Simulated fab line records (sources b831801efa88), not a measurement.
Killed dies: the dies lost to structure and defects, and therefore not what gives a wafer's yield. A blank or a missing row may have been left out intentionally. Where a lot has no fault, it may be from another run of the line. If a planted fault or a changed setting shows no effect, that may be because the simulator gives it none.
The same fault as seen by 2 desks ; flow gf180mcu ; what lay behind the numbers comes last; until then each desk has only its own

## AT THE TOOL OWNER'S DESK: pecvd-01
The tool's own readings at GF_PASSIVATION_CVD_00 (deposits SiO2 from TEOS, target thk 1000 nm, time 111.95 s): means of the sampled wafers that have a number, for each lot that ran on this tool. A lot is out of limits, marked OUT, if its mean lies more than 4 standard deviations from the usual mean; the brackets give that distance.
Columns: A = heater_power_w at GF_PASSIVATION_CVD_00, usual 663 W; B = run_length_s at GF_PASSIVATION_CVD_00, usual 139.8 s
lot;first seen here;A;B
L141;day 28 19:38;673;139.7
L142;day 29 02:07;690;140.0
L146;day 30 10:38;607;139.8
L158;day 33 17:43;669;161.1 (+42) OUT
L162;day 34 06:11;620;161.2 (+42) OUT
This desk finds L158, L162 out of limits, L158 being first, at day 33 17:43 (run_length_s at GF_PASSIVATION_CVD_00). In limits: L141, L142, L146.

## THE METROLOGY DESK
What the gauges read, lot by lot, whatever tool the lot ran on: means of the sampled wafers that have a number. A lot is out of limits, marked OUT, if its mean lies more than 4 standard deviations from the usual mean; the brackets give that distance.
Columns: A = PASSIVATION_CVD_00_THK at GF_PASSIVATION_THK_MEAS_01, usual 993 nm
lot;first seen here;A
L139;day 28 01:16;994
L140;day 28 11:37;978
L141;day 28 19:43;989
L142;day 29 02:13;1003
L145;day 30 02:49;999
L146;day 30 10:43;1004
L147;day 30 14:08;975
L149;day 31 04:48;999
L151;day 31 15:55;989
L154;day 32 19:04;998
L158;day 33 17:47;1195 (+11) OUT
L162;day 34 06:16;1180 (+10) OUT
Per this desk, out of limits: L158, L162; the first was L158, day 33 17:47 (PASSIVATION_CVD_00_THK at GF_PASSIVATION_THK_MEAS_01). In limits: L139, L140, L141, L142, L145, L146, L147, L149, L151, L154.

## BROUGHT TOGETHER
An alarm could have come from the tool owner's desk at day 33 17:43, on L158, L162.
The metrology desk could have raised an alarm at day 33 17:47, on L158, L162.
Of the lots named, all ran GF_PASSIVATION_CVD_00 on pecvd-01.

## WHAT WAS PUT IN BY THE SIMULATOR
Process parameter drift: pecvd-01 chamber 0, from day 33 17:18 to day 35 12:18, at GF_PASSIVATION_CVD_00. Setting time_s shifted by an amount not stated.
Shown lots that were struck: L158, L162.
Fault start to first reading out of limits, in hours, per desk: tool owner, 0; metrology, 0.
